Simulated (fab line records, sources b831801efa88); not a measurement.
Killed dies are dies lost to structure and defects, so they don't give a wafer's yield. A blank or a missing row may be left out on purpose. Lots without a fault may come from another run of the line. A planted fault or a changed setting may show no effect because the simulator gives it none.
A struck lot beside a sound one | flow sky130 | 14 steps out of a route of 708
Sound: wafers L179.1, L179.3, L179.6. Struck: wafers L174.2, L174.5, L174.6. The cause comes at the end.
At each step with rows: each side's tool, then ch and its chambers, then its first start. Under that, the readings that differ: sound wafers | struck wafers | difference of the means | sigmas: that difference in standard deviations of wafers without a fault.
alike: readings whose means differ by less than 2 such deviations, and words and numbers that are the same on both sides. not compared: withheld readings, readings that some wafer has no value for, bounds like >300 that may hide the same value, and numbers for which the record gives no deviation and whose values overlap.
The two part at a step that has a row with sigmas, a row that says differs or no value, or rows on one side only. Numbers that don't overlap but have no deviation are shown without sigmas and don't part them. A reading that every wafer of one side lacks parts them only if that side has two wafers or more.

first, 5 steps without rows for these wafers: SKY_FIELD_ISO_WET_ETCH_18 (etches Si3N4 in H3PO4, target depth 25 nm, time 286 s); SKY_FIELD_ISO_CLEAN_19 (cleans in SC1/SC2, time 150 s); SKY_FIELD_ISO_CLEAN_20 (cleans in dHF, time 20 s); SKY_FIELD_ISO_WET_ETCH_21 (etches SiO2 in dHF, target depth 20 nm, time 400 s); SKY_FIELD_ISO_OXIDATION_22 (stabilise 600 s, purge 300 s, target thk 10 nm).
SKY_FIELD_ISO_THK_MEAS_23:
  sound on film_metro-04, day 7 04:38; struck on film_metro-02, day 6 02:47
  alike: FIELD_ISO_OXIDATION_01_THK
then, 1 step without rows for these wafers: SKY_FIELD_ISO_CVD_24 (deposits SiO2, target thk 595 nm, time 99.2 s).
SKY_FIELD_ISO_THK_MEAS_25:
  sound on film_metro-04, day 7 04:46; struck on film_metro-04, day 6 02:55
  alike: FIELD_ISO_CVD_24_THK
then, 1 step without rows for these wafers: SKY_FIELD_ISO_ANNEAL_26 (time 1800 s).
SKY_FIELD_ISO_CMP_27: polishes, stops on Si3N4, t overpolish 16 s, target thk 457.8 nm.
  sound on cmp-01 ch 0,1,2, day 7 07:34; struck on cmp-01 ch 0,1, day 6 07:23
  alike: motor_current_A, overpolish_run_s, time_to_endpoint_s
then, 2 steps without rows for these wafers: SKY_FIELD_ISO_WET_ETCH_28 (etches SiO2 in dHF, target depth 23.7 nm, time 47 s); SKY_FIELD_ISO_WET_ETCH_29 (etches Si3N4 in H3PO4, target depth 160 nm, time 1825 s).
SKY_FIELD_ISO_WET_ETCH_30: etches SiO2 in dHF, target depth 25 nm, time 50 s.
  sound on wet_bench-04 ch 0, day 7 08:24; struck on wet_bench-04 ch 3, day 6 08:10
  no value came back on the struck wafers for bath_heat_duty_pct (%), run_length_s (s); on the sound wafers bath_heat_duty_pct (%) reads 7.1 6.7 6.8
  reading                                          | sound           | struck            | difference | sigmas
  model.SiO2_of_FIELD_ISO_CVD_24.thk_nm (nm)       | 405.5 404.8 403 | 432.2 433.8 433.5 | +28.7      |
  model.SiO2_of_FIELD_ISO_OXIDATION_01.thk_nm (nm) | 0 0 0           | 11.39 11.31 11.63 | +11.44     |
SKY_PAD_OPEN_PROBE_99:
  the record has rows for the sound wafers here (prober-02, day 50 20:55) and none for the struck ones

WHERE THEY PART
First at SKY_FIELD_ISO_WET_ETCH_30; last, within this record, at SKY_PAD_OPEN_PROBE_99.

WHY: what the simulator had put in
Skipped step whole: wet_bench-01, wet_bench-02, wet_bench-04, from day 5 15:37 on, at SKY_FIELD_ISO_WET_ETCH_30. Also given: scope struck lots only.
